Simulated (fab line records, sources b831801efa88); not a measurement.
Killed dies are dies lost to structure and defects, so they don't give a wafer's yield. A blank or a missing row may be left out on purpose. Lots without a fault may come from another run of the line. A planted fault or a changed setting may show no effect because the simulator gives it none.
fab line records | flow gf180mcu
record lots=24 wafers=72 last_day=34
route steps=602 shown M3@409 M4@473 V4@498 MIM@510 TOP_METAL@571
lots that met no fault: from a run of the same line without faults
start_h: hours from the record's first day to the start of the lot's first wafer shown | wait_h: hours since the lot's step before | " the same as in the row above | L1.1+2: a row that stands for several wafers | - no value, or no start given | * or withheld: withheld | < > ~ a bound
route shown NAME@n: a module of which the file shows steps, and the number in the route of the first | usual: mean/standard deviation of fault-free wafers | same: alike in all rows | chamber/n: place in a boat | sites: the reading at each site | _std_site: their standard deviation | _edge_site: outer sites' mean less inner sites' | radius_mm: how far each site lies from the wafer's centre | mask NAME#n: copy n | behind: the tool/chamber that last shaped the wafer | hold: why the lot was held/for how many hours/how that ended | device: the transistor (n, p or np) that didn't switch | end of line: the same wafers' tests at the end of the route | a step without rows: its recipe alone | killed: dies lost to structure and defects at the first sort, not the wafer's yield | map: a wafer's dies, x killed, . not, _ none there
set.NAME: the setting as run; set.NAME@STEP: as run at that earlier step | model.NAME: the simulator's own value behind a step, which no gauge read
steps of the route over a sample of lots; a table a step, a row a wafer
services: from which hour (start_h, from the record's first day; less than 0 if before it) a tool's chamber was out of use, for how many hours, and why
## steps
# step GF_M3_SPUTTER_00
# recipe material=Ti target_thk_nm=37.5 arriving_ion_energy_ev=80 substrate_temp_c=200 chamber_pressure_pa=2 power_w=4000 time_s=150
# usual chamber_pressure_pa=2.000/0.0038 throttle_valve_pct=30.0/1.3
# columns lot.wafer tool chamber start_h wait_h chamber_pressure_pa throttle_valve_pct
L074.1 pvd_sputter-02 - 466.01 0.1 1.999 30.1
L074.5 " - " " 2.002 31.5
L074.6 " - " " 1.994 31.7
L075.1 pvd_sputter-03 - 473.56 0.1 2.003 30.8
L075.3 " - " " 2.000 30.3
L075.4 " - " " 2.004 29.0
L076.1 pvd_sputter-02 - 482.59 0.1 1.997 30.0
L076.3 " - " " 1.997 32.0
L076.6 " - " " 1.998 31.8
L078.1 pvd_sputter-04 - 505.81 0.1 1.996 31.0
L078.3 " - " " 2.003 29.6
L078.6 " - " " 2.002 30.6
L077.1 pvd_sputter-02 - 506.16 0.1 1.999 31.3
L077.3 " - " " 1.998 30.0
L077.5 " - " " 1.996 31.7
L079.1 pvd_sputter-04 - 518.56 0.1 1.996 29.2
L079.5 " - " " 1.994 29.4
L079.6 " - " " 1.998 30.4
L080.3 pvd_sputter-04 - 527.40 0.2 2.008 30.6
L080.4 " - " " 2.003 27.3
L080.5 " - " " 1.993 27.3
L081.1 pvd_sputter-04 - 534.15 0.2 1.996 30.7
L081.3 " - " " 1.994 29.5
L081.4 " - " " 2.000 30.6
L082.3 pvd_sputter-04 - 537.90 0.2 1.998 27.5
L082.4 " - " " 1.999 30.6
L082.6 " - " " 1.999 30.8
L083.2 pvd_sputter-02 - 550.46 0.1 2.001 31.8
L083.3 " - " " 1.995 29.9
L083.6 " - " " 1.998 29.8
L084.3 pvd_sputter-03 - 560.20 0.2 2.002 30.0
L084.5 " - " " 2.004 30.3
L084.6 " - " " 1.993 30.4
L085.1 pvd_sputter-02 - 568.14 0.2 2.005 31.4
L085.3 " - " " 2.001 30.6
L085.6 " - " " 1.996 31.2
L086.2 pvd_sputter-02 - 575.00 0.2 1.997 30.3
L086.4 " - " " 2.000 31.8
L086.5 " - " " 2.006 31.2
L087.1 pvd_sputter-04 - 578.84 0.1 2.002 27.1
L087.2 " - " " 2.002 30.5
L087.6 " - " " 2.002 27.3
L088.1 pvd_sputter-04 - 587.51 0.2 1.999 29.3
L088.2 " - " " 1.999 30.5
L088.4 " - " " 2.005 30.7
L089.2 pvd_sputter-04 - 598.01 0.2 1.993 30.7
L089.3 " - " " 2.000 27.2
L089.4 " - " " 1.994 29.4
L090.3 pvd_sputter-02 - 601.67 0.1 1.992 31.3
L090.5 " - " " 1.999 30.2
L090.6 " - " " 2.000 32.0
L091.1 pvd_sputter-03 - 607.62 0.1 2.009 30.3
L091.4 " - " " 2.003 30.6
L091.6 " - " " 2.005 30.4
L092.1 pvd_sputter-04 - 614.50 0.1 2.006 30.9
L092.2 " - " " 2.003 27.3
L092.5 " - " " 2.001 30.8
L093.1 pvd_sputter-02 - 626.93 0.2 1.992 29.9
L093.3 " - " " 1.999 32.1
L093.4 " - " " 1.999 30.2
L094.1 pvd_sputter-04 - 631.18 0.2 2.002 27.2
L094.3 " - " " 1.997 30.7
L094.4 " - " " 2.003 29.6
L095.3 pvd_sputter-03 - 637.48 0.1 2.007 30.4
L095.4 " - " " 1.998 30.7
L095.5 " - " " 1.993 30.4
L096.1 pvd_sputter-03 - 643.55 0.2 1.998 29.0
L096.3 " - " " 1.997 30.1
L096.4 " - " " 2.000 30.7
L097.1 pvd_sputter-04 - 649.49 0.2 2.005 27.3
L097.5 " - " " 2.004 27.6
L097.6 " - " " 2.004 30.6
# step GF_M4_STRIP_17
# recipe chemistry=O2/N2 power_w=1400 pressure_mtorr=1500 platen_temp_c=250 o2_flow_sccm=3000 n2_flow_sccm=300 overash_fraction=0.5
# usual drypump_motor_current_A=5.8/0.43 heater_power_w=326/40 oes_product_au=0.557/0.0053 strip_time_to_endpoint_s=7.86/0.057
# columns lot.wafer tool chamber start_h wait_h drypump_motor_current_A heater_power_w oes_product_au rf_hours_counter_h strip_time_to_endpoint_s
L074.1 plasma_asher-01 0 540.11 0.1 5.9 400 0.554 71 7.79
L074.5 " 1 " " 6.0 310 0.551 - 7.77
L074.6 " 0 " " 5.9 405 0.547 - 7.78
L075.1 plasma_asher-04 1 547.75 0.1 5.0 333 0.551 13 7.83
L075.3 " 1 " " 5.0 332 0.554 - 7.87
L075.4 " 0 " " 6.3 327 0.555 - 7.83
L076.1 plasma_asher-04 0 555.02 0.1 6.3 329 0.558 13 7.85
L076.3 " 0 " " 6.3 323 0.559 - 7.88
L076.6 " 0 " " 6.3 325 0.564 - 7.90
L078.1 plasma_asher-01 1 576.02 0.1 6.0 308 0.562 75 7.88
L078.3 " 0 " " 5.9 420 0.557 - 7.84
L078.6 " 1 " " 6.0 309 0.553 - 7.83
L077.1 plasma_asher-04 0 577.21 0.2 6.3 323 0.557 16 7.86
L077.3 " 0 " " 6.3 323 0.554 - 7.85
L077.5 " 1 " " 5.0 328 0.556 - 7.85
L079.1 plasma_asher-02 0 587.66 0.1 6.0 281 0.550 47 7.87
L079.5 " 0 " " 6.0 281 0.559 - 7.91
L079.6 " 1 " " 5.6 306 0.553 - 7.86
L080.3 plasma_asher-01 1 596.45 0.1 6.0 307 0.564 - 7.87
L080.4 " 0 " " 5.9 406 0.562 - 7.92
L080.5 " 1 " " 6.0 304 0.559 - 7.89
L081.1 plasma_asher-04 0 603.56 0.1 6.3 331 0.556 18 7.86
L081.3 " 0 " " 6.3 322 0.556 - 7.84
L081.4 " 1 " " 5.0 324 0.552 - 7.83
L082.3 plasma_asher-01 0 606.80 0.1 5.9 408 0.548 - 7.82
L082.4 " 1 " " 6.0 301 0.555 - 7.82
L082.6 " 0 " " 5.9 411 0.559 - 7.80
L083.2 plasma_asher-02 0 617.36 0.1 6.0 274 0.551 50 7.84
L083.3 " 0 " " 6.0 276 0.550 - 7.81
L083.6 " 1 " " 5.6 311 0.561 - 7.84
L084.3 plasma_asher-01 1 627.15 0.1 5.9 309 0.555 - 7.76
L084.5 " 0 " " 5.9 412 0.553 - 7.76
L084.6 " 1 " " 5.9 312 0.549 - 7.82
L085.1 plasma_asher-04 0 634.96 0.1 6.3 323 0.555 21 7.81
L085.3 " 1 " " 5.0 332 0.564 - 7.81
L085.6 " 1 " " 5.0 330 0.549 - 7.79
L086.2 plasma_asher-02 1 640.10 0.1 5.6 303 0.544 52 7.74
L086.4 " 0 " " 6.0 264 0.544 - 7.77
L086.5 " 1 " " 5.6 301 0.551 - 7.78
L087.1 plasma_asher-02 1 644.40 0.1 5.6 305 0.554 53 7.85
L087.2 " 0 " " 6.0 270 0.544 53 7.83
L087.6 " 0 " " 6.0 278 0.557 - 7.89
L088.1 plasma_asher-04 0 653.62 0.1 6.3 322 0.560 23 7.94
L088.2 " 1 " " 5.0 340 0.568 23 7.94
L088.4 " 1 " " 5.1 332 0.553 - 7.92
L089.2 plasma_asher-02 1 662.35 0.1 5.6 308 0.557 54 7.82
L089.3 " 1 " " 5.6 305 0.559 - 7.81
L089.4 " 0 " " 6.0 272 0.552 - 7.84
L090.3 plasma_asher-04 0 666.66 0.1 6.3 324 0.550 - 7.81
L090.5 " 1 " " 5.1 335 0.555 - 7.82
L090.6 " 0 " " 6.3 332 0.553 - 7.81
L091.1 plasma_asher-01 0 670.82 0.1 5.9 405 0.565 86 7.91
L091.4 " 1 " " 6.0 310 0.557 - 7.93
L091.6 " 1 " " 6.0 314 0.557 - 7.91
L092.1 plasma_asher-04 0 678.32 0.2 6.3 324 0.550 26 7.83
L092.2 " 1 " " 5.0 334 0.554 26 7.84
L092.5 " 0 " " 6.3 339 0.556 - 7.85
L093.1 plasma_asher-02 0 687.87 0.1 6.0 263 0.564 57 7.95
L093.3 " 1 " " 5.6 299 0.565 - 7.89
L093.4 " 0 " " 6.0 265 0.553 - 7.93
L094.1 plasma_asher-01 0 692.65 0.1 5.9 410 0.563 88 7.96
L094.3 " 1 " " 5.9 315 0.554 - 7.90
L094.4 " 0 " " 5.9 413 0.557 - 7.93
L095.3 plasma_asher-04 0 699.20 0.1 6.3 326 0.559 - 7.79
L095.4 " 1 " " 5.0 339 0.557 - 7.83
L095.5 " 0 " " 6.3 326 0.553 - 7.83
L096.1 plasma_asher-02 0 703.72 0.1 6.0 279 0.562 59 7.95
L096.3 " 1 " " 5.6 303 0.557 - 7.95
L096.4 " 0 " " 6.0 274 0.560 - 7.92
L097.1 plasma_asher-04 1 709.87 0.1 5.0 332 0.563 29 7.91
L097.5 " 0 " " 6.3 325 0.562 - 7.94
L097.6 " 1 " " 5.0 330 0.560 - 7.94
# step GF_V4_SPUTTER_22
# recipe material=TiN target_thk_nm=10 chamber_pressure_pa=5 power_w=4000 time_s=40
# usual chamber_pressure_pa=5.000/0.011 throttle_valve_pct=30.3/1.1
# columns lot.wafer tool chamber start_h wait_h chamber_pressure_pa throttle_valve_pct
L074.1 pvd_sputter-01 - 564.34 0.0 5.004 31.0
L074.5 " - " " 5.001 30.0
L074.6 " - " " 5.010 28.1
L075.1 pvd_sputter-01 - 571.32 0.0 4.993 31.0
L075.3 " - " " 4.992 30.1
L075.4 " - " " 5.005 29.3
L076.1 pvd_sputter-02 - 578.90 0.0 4.995 32.0
L076.3 " - " " 4.988 29.7
L076.6 " - " " 4.975 31.3
L078.1 pvd_sputter-02 - 599.08 0.0 4.998 29.7
L078.3 " - " " 4.983 30.1
L078.6 " - " " 4.994 31.5
L077.1 pvd_sputter-01 - 600.68 0.0 4.999 28.3
L077.3 " - " " 5.005 29.4
L077.5 " - " " 4.995 28.2
L079.1 pvd_sputter-02 - 610.70 0.0 4.992 29.8
L079.5 " - " " 4.989 31.2
L079.6 " - " " 4.993 30.1
L080.3 pvd_sputter-03 - 618.92 0.0 4.992 30.6
L080.4 " - " " 4.997 29.1
L080.5 " - " " 5.011 30.9
L081.1 pvd_sputter-03 - 626.74 0.0 4.988 30.8
L081.3 " - " " 4.990 30.6
L081.4 " - " " 5.007 30.6
L082.3 pvd_sputter-02 - 629.20 0.0 5.000 29.6
L082.4 " - " " 4.991 31.4
L082.6 " - " " 4.983 30.0
L083.2 pvd_sputter-03 - 640.36 0.0 5.030 28.7
L083.3 " - " " 5.009 30.3
L083.6 " - " " 5.020 30.6
L084.3 pvd_sputter-02 - 648.94 0.0 5.007 31.9
L084.5 " - " " 5.011 32.0
L084.6 " - " " 4.990 31.1
L085.1 pvd_sputter-02 - 656.21 0.0 5.013 31.7
L085.3 " - " " 5.009 30.2
L085.6 " - " " 5.006 29.9
L086.2 pvd_sputter-02 - 661.45 0.0 4.996 32.0
L086.4 " - " " 5.000 30.3
L086.5 " - " " 5.008 30.2
L087.1 pvd_sputter-02 - 666.22 0.0 4.994 31.8
L087.2 " - " " 4.980 30.0
L087.6 " - " " 5.005 30.1
L088.1 pvd_sputter-03 - 675.16 0.0 5.003 30.3
L088.2 " - " " 5.007 30.4
L088.4 " - " " 4.992 30.0
L089.2 pvd_sputter-01 - 683.11 0.0 4.988 30.2
L089.3 " - " " 4.999 30.8
L089.4 " - " " 4.976 29.2
L090.3 pvd_sputter-02 - 688.36 0.0 5.023 29.9
L090.5 " - " " 4.995 29.9
L090.6 " - " " 5.005 31.4
L091.1 pvd_sputter-03 - 692.20 0.0 4.994 30.7
L091.4 " - " " 5.007 30.3
L091.6 " - " " 5.036 31.0
L092.1 pvd_sputter-02 - 698.80 0.0 4.996 32.0
L092.2 " - " " 5.003 29.8
L092.5 " - " " 4.987 30.1
L093.1 pvd_sputter-01 - 708.30 0.0 4.990 28.2
L093.3 " - " " 4.986 31.0
L093.4 " - " " 5.005 30.8
L094.1 pvd_sputter-01 - 713.76 0.0 5.017 29.1
L094.3 " - " " 5.006 28.2
L094.4 " - " " 5.008 29.1
L095.3 pvd_sputter-02 - 719.03 0.0 4.995 30.2
L095.4 " - " " 4.994 31.4
L095.5 " - " " 4.997 31.7
L096.1 pvd_sputter-01 - 723.97 0.0 4.999 29.4
L096.3 " - " " 4.998 28.2
L096.4 " - " " 5.009 30.8
L097.1 pvd_sputter-03 - 729.78 0.0 5.002 30.5
L097.5 " - " " 4.989 30.4
L097.6 " - " " 5.014 31.0
# step GF_MIM_SPUTTER_07
# recipe material=TiN target_thk_nm=60 power_w=6500 time_s=50 chamber_pressure_pa=0.4
# usual chamber_pressure_pa=0.3999/0.00071 throttle_valve_pct=30.0/1.2
# columns lot.wafer tool chamber start_h wait_h chamber_pressure_pa throttle_valve_pct
L074.1 pvd_sputter-03 - 565.28 0.1 0.4003 30.7
L074.5 " - " " 0.4009 30.4
L074.6 " - " " 0.3995 30.4
L075.1 pvd_sputter-02 - 572.27 0.1 0.3996 31.2
L075.3 " - " " 0.3996 30.0
L075.4 " - " " 0.3999 31.9
L076.1 pvd_sputter-04 - 579.85 0.1 0.3997 30.8
L076.3 " - " " 0.4012 30.7
L076.6 " - " " 0.3998 30.7
L078.1 pvd_sputter-02 - 600.03 0.1 0.4000 31.2
L078.3 " - " " 0.4008 29.9
L078.6 " - " " 0.4002 30.2
L077.1 pvd_sputter-03 - 601.62 0.1 0.3998 30.2
L077.3 " - " " 0.3997 28.7
L077.5 " - " " 0.3990 30.6
L079.1 pvd_sputter-04 - 611.65 0.1 0.4004 30.6
L079.5 " - " " 0.3997 30.8
L079.6 " - " " 0.4009 27.1
L080.3 pvd_sputter-03 - 619.86 0.0 0.4002 30.6
L080.4 " - " " 0.3986 30.6
L080.5 " - " " 0.4010 30.7
L081.1 pvd_sputter-04 - 627.69 0.1 0.4001 30.4
L081.3 " - " " 0.3998 30.7
L081.4 " - " " 0.3994 27.2
L082.3 pvd_sputter-04 - 630.15 0.0 0.4006 27.1
L082.4 " - " " 0.4003 30.7
L082.6 " - " " 0.4009 30.7
L083.2 pvd_sputter-03 - 641.31 0.0 0.3991 30.6
L083.3 " - " " 0.4003 30.6
L083.6 " - " " 0.3997 30.5
L084.3 pvd_sputter-03 - 649.94 0.0 0.4013 28.8
L084.5 " - " " 0.4001 30.4
L084.6 " - " " 0.4007 28.9
L085.1 pvd_sputter-03 - 657.27 0.1 0.4008 30.8
L085.3 " - " " 0.3994 30.6
L085.6 " - " " 0.3984 29.0
L086.2 pvd_sputter-04 - 662.39 0.0 0.4001 29.5
L086.4 " - " " 0.4000 30.4
L086.5 " - " " 0.4002 29.4
L087.1 pvd_sputter-04 - 667.17 0.1 0.4005 27.4
L087.2 " - " " 0.4005 30.5
L087.6 " - " " 0.3994 30.6
L088.1 pvd_sputter-03 - 676.11 0.1 0.4008 30.5
L088.2 " - " " 0.4001 30.3
L088.4 " - " " 0.4007 30.5
L089.2 pvd_sputter-04 - 684.06 0.0 0.4000 27.4
L089.3 " - " " 0.3990 30.7
L089.4 " - " " 0.3994 30.5
L090.3 pvd_sputter-02 - 689.32 0.0 0.3993 30.0
L090.5 " - " " 0.3995 31.5
L090.6 " - " " 0.4004 30.0
L091.1 pvd_sputter-04 - 693.14 0.1 0.4000 30.8
L091.4 " - " " 0.3992 29.8
L091.6 " - " " 0.3997 27.4
L092.1 pvd_sputter-02 - 699.74 0.1 0.4001 29.9
L092.2 " - " " 0.3995 29.9
L092.5 " - " " 0.3995 29.7
L093.1 pvd_sputter-02 - 709.25 0.1 0.4003 30.0
L093.3 " - " " 0.3994 31.8
L093.4 " - " " 0.4000 31.5
L094.1 pvd_sputter-02 - 714.70 0.1 0.4015 31.4
L094.3 " - " " 0.3996 30.0
L094.4 " - " " 0.4003 32.2
L095.3 pvd_sputter-02 - 719.98 0.0 0.3990 30.0
L095.4 " - " " 0.3998 31.8
L095.5 " - " " 0.3983 30.1
L096.1 pvd_sputter-04 - 724.92 0.1 0.3985 30.7
L096.3 " - " " 0.3985 30.8
L096.4 " - " " 0.3998 29.4
L097.1 pvd_sputter-03 - 730.72 0.1 0.4001 30.2
L097.5 " - " " 0.3995 28.6
L097.6 " - " " 0.3997 30.7
# step GF_TOP_METAL_SPUTTER_04
# recipe material=TiN target_thk_nm=25 power_w=6500 time_s=20.8 chamber_pressure_pa=0.4
# usual chamber_pressure_pa=0.4000/0.00073 throttle_valve_pct=29.6/1.1
# columns lot.wafer tool chamber start_h wait_h chamber_pressure_pa throttle_valve_pct
L074.1 pvd_sputter-01 - 632.42 0.0 0.3983 31.0
L074.5 " - " " 0.3993 29.1
L074.6 " - " " 0.4006 30.0
L075.1 pvd_sputter-01 - 637.97 0.0 0.4004 29.9
L075.3 " - " " 0.3985 30.8
L075.4 " - " " 0.4015 28.0
L076.1 pvd_sputter-01 - 645.37 0.0 0.4005 28.1
L076.3 " - " " 0.3991 29.0
L076.6 " - " " 0.4006 31.0
L078.1 pvd_sputter-03 - 664.26 0.0 0.3988 28.7
L078.3 " - " " 0.3990 29.9
L078.6 " - " " 0.3995 28.9
L077.1 pvd_sputter-04 - 666.02 0.0 0.3996 30.9
L077.3 " - " " 0.3991 30.5
L077.5 " - " " 0.3990 30.5
L079.1 pvd_sputter-01 - 675.09 0.0 0.3998 29.4
L079.5 " - " " 0.4000 28.1
L079.6 " - " " 0.3990 29.8
L080.3 pvd_sputter-03 - 682.57 0.0 0.4005 30.7
L080.4 " - " " 0.4002 30.5
L080.5 " - " " 0.4009 30.2
L081.1 pvd_sputter-04 - 689.63 0.0 0.4009 27.2
L081.3 " - " " 0.3992 30.6
L081.4 " - " " 0.4020 27.0
L082.3 pvd_sputter-01 - 691.72 0.0 0.3997 29.1
L082.4 " - " " 0.3994 29.9
L082.6 " - " " 0.4002 30.8
L083.2 pvd_sputter-04 - 701.35 0.0 0.3987 29.7
L083.3 " - " " 0.3994 27.2
L083.6 " - " " 0.3991 27.5
L084.3 pvd_sputter-04 - 710.21 0.0 0.3987 27.1
L084.5 " - " " 0.4002 30.6
L084.6 " - " " 0.3999 29.8
L085.1 pvd_sputter-01 - 717.42 0.0 0.4003 30.1
L085.3 " - " " 0.4012 30.5
L085.6 " - " " 0.4011 30.9
L086.2 pvd_sputter-04 - 722.87 0.0 0.3998 27.3
L086.4 " - " " 0.4007 30.8
L086.5 " - " " 0.4006 29.5
L087.1 pvd_sputter-01 - 726.60 0.0 0.3998 29.0
L087.2 " - " " 0.3993 28.3
L087.6 " - " " 0.3995 29.1
L088.1 pvd_sputter-04 - 734.88 0.0 0.4002 30.6
L088.2 " - " " 0.4003 30.4
L088.4 " - " " 0.3998 29.6
L089.2 pvd_sputter-04 - 742.23 0.0 0.3994 27.1
L089.3 " - " " 0.3995 30.6
L089.4 " - " " 0.4002 30.6
L090.3 pvd_sputter-01 - 746.22 0.0 0.3998 29.3
L090.5 " - " " 0.3996 28.2
L090.6 " - " " 0.4004 30.1
L091.1 pvd_sputter-03 - 749.88 0.0 0.4000 30.6
L091.4 " - " " 0.3993 28.9
L091.6 " - " " 0.4014 30.6
L092.1 pvd_sputter-03 - 756.07 0.0 0.3997 30.6
L092.2 " - " " 0.4009 29.1
L092.5 " - " " 0.4013 30.4
L093.1 pvd_sputter-01 - 764.62 0.0 0.4001 29.0
L093.3 " - " " 0.3991 28.2
L093.4 " - " " 0.4000 30.8
L094.1 pvd_sputter-01 - 769.66 0.0 0.3995 28.3
L094.3 " - " " 0.4003 29.9
L094.4 " - " " 0.4002 30.8
L095.3 pvd_sputter-03 - 774.53 0.0 0.4002 30.3
L095.4 " - " " 0.4003 29.0
L095.5 " - " " 0.4009 30.4
L096.1 pvd_sputter-01 - 778.45 0.0 0.3995 30.0
L096.3 " - " " 0.4007 29.3
L096.4 " - " " 0.4000 30.8
L097.1 pvd_sputter-01 - 783.06 0.0 0.3999 30.1
L097.5 " - " " 0.3992 29.0
L097.6 " - " " 0.3984 31.0
# step GF_TOP_METAL_CD_MEAS_14
# recipe target_cd_nm=440
# usual cd_nm=440.9/2.6
# columns lot.wafer tool chamber start_h wait_h cd_nm
L074.1 cd_sem-01 - 652.17 0.1 438.2
L074.5 " - " " 437.6
L074.6 " - " " 437.7
L075.1 cd_sem-01 - 658.24 0.1 438.7
L075.3 " - " " 437.8
L075.4 " - " " 440.6
L076.1 cd_sem-02 - 664.67 0.1 443.9
L076.3 " - " " 443.4
L076.6 " - " " 441.2
L078.1 cd_sem-02 - 682.53 0.1 438.2
L078.3 " - " " 439.9
L078.6 " - " " 441.5
L077.1 cd_sem-02 - 685.24 0.1 439.3
L077.3 " - " " 437.6
L077.5 " - " " 437.2
L079.1 cd_sem-02 - 694.09 0.1 447.6
L079.5 " - " " 443.2
L079.6 " - " " 445.2
L080.3 cd_sem-01 - 701.07 0.1 442.1
L080.4 " - " " 442.6
L080.5 " - " " 442.5
L081.1 cd_sem-02 - 708.18 0.1 444.3
L081.3 " - " " 444.3
L081.4 " - " " 443.4
L082.3 cd_sem-01 - 710.36 0.1 437.4
L082.4 " - " " 437.2
L082.6 " - " " 439.1
L083.2 cd_sem-02 - 719.45 0.1 443.0
L083.3 " - " " 444.3
L083.6 " - " " 442.9
L084.3 cd_sem-01 - 728.57 0.1 442.9
L084.5 " - " " 443.7
L084.6 " - " " 444.1
L085.1 cd_sem-02 - 734.97 0.1 439.7
L085.3 " - " " 439.9
L085.6 " - " " 439.4
L086.2 cd_sem-01 - 740.01 0.1 440.5
L086.4 " - " " 440.7
L086.5 " - " " 441.1
L087.1 cd_sem-01 - 743.84 0.1 440.7
L087.2 " - " " 440.5
L087.6 " - " " 442.5
L088.1 cd_sem-02 - 751.94 0.1 433.6
L088.2 " - " " 438.0
L088.4 " - " " 436.9
L089.2 cd_sem-01 - 758.96 0.1 443.4
L089.3 " - " " 439.7
L089.4 " - " " 444.5
L090.3 cd_sem-01 - 762.58 0.1 438.2
L090.5 " - " " 439.0
L090.6 " - " " 440.3
L091.1 cd_sem-02 - 766.44 0.1 437.9
L091.4 " - " " 437.3
L091.6 " - " " 436.7
L092.1 cd_sem-02 - 771.94 0.1 440.2
L092.2 " - " " 441.8
L092.5 " - " " 439.2
L093.1 cd_sem-01 - 779.73 0.1 439.5
L093.3 " - " " 442.1
L093.4 " - " " 441.4
L094.1 cd_sem-01 - 785.21 0.2 444.0
L094.3 " - " " 441.5
L094.4 " - " " 442.3
L095.3 cd_sem-02 - 790.20 0.1 444.5
L095.4 " - " " 441.9
L095.5 " - " " 443.9
L096.1 cd_sem-02 - 793.78 0.1 442.6
L096.3 " - " " 440.3
L096.4 " - " " 441.8
L097.1 cd_sem-02 - 798.04 0.1 439.3
L097.5 " - " " 438.8
L097.6 " - " " 439.4
## services
# columns tool chamber start_h hours kind
plasma_asher-02 - 456.09 0.3 repair
plasma_asher-02 - 486.93 18.6 pm
plasma_asher-01 - 488.39 11.6 repair
plasma_asher-01 - 507.79 6.6 repair
plasma_asher-02 - 515.60 1.2 repair
plasma_asher-01 - 523.18 2.8 pm
pvd_sputter-04 2 566.08 - consumable_replace:kit
pvd_sputter-04 2 566.08 18.0 scheduled_down
pvd_sputter-04 2 566.08 18.0 vent_cycle
pvd_sputter-04 - 566.72 5.2 repair
pvd_sputter-02 - 579.16 1.7 repair
pvd_sputter-03 - 586.59 6.1 repair
plasma_asher-01 - 603.27 0.5 repair
plasma_asher-02 - 666.63 0.3 repair
pvd_sputter-04 1 683.37 - consumable_replace:kit
plasma_asher-01 - 684.37 2.3 repair
plasma_asher-04 - 690.18 3.8 repair
pvd_sputter-01 - 732.91 13.0 repair
plasma_asher-01 - 743.55 0.5 repair
plasma_asher-02 - 752.04 0.7 repair
pvd_sputter-04 - 760.78 1.0 repair
plasma_asher-02 - 767.51 7.4 repair
plasma_asher-02 - 768.68 7.1 repair
pvd_sputter-04 - 772.14 4.9 repair
## key
fault none
